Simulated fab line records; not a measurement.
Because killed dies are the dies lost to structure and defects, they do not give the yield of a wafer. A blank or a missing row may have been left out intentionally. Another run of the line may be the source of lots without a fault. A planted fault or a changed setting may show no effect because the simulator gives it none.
Which tool was responsible?	flow sky130	6 lots, 18 wafers sampled, at 2 steps of a route of 708

## WHAT THE GAUGES READ, wafer by wafer
SKY_METAL1_THK_MEAS_06: measures by xrf.
lot	measured	on	METAL1_ALCU_THK (nm)
L737	day 32 00:38	film metro-03	255 251 253
L741	day 33 05:57	film metro-02	245 245 245
L744	day 34 13:11	film metro-02	251 243 246
L753	day 36 22:19	film metro-02	249 249 250
L755	day 37 13:35	film metro-03	251 248 254
L757	day 38 10:16	film metro-04	251 252 252

## TOOL THAT RAN EACH LOT (tool first, then ch and the chambers of the sampled wafers, then the start)
lot	SKY_LDD_LDN_EXPOSE_04
L737	iline stepper-01 ch 0, day 22 11:41
L741	iline stepper-01 ch 0, day 23 18:24
L744	iline stepper-02 ch 0, day 25 05:16
L753	iline stepper-02 ch 0, day 28 00:57
L755	iline stepper-01 ch 0, day 28 15:41
L757	iline stepper-02 ch 0, day 29 12:55
- SKY_LDD_LDN_EXPOSE_04: exposes mask LDNTM, target cd 700 nm.

## THE ANSWER, worked out from the rows above alone
Rule: usual is defined by the lots themselves. The widest of any qualifying gaps counts: lots, ordered by their means at a reading, are off when they make up no more than a third of the lots, leave a main group of 4 or more, and stand apart from it by 3 or more times the standard deviation of that group's means. If all means in a main group match to the digits the tables above print for the reading, that group is not used. A lot without any number at a reading at which 4 lots or more have one is off too. Any other lot the step has rows for is counted as sound.
Nothing can be told from this: no lot is off at any reading shown.

## WHAT WAS PUT IN BY THE SIMULATOR
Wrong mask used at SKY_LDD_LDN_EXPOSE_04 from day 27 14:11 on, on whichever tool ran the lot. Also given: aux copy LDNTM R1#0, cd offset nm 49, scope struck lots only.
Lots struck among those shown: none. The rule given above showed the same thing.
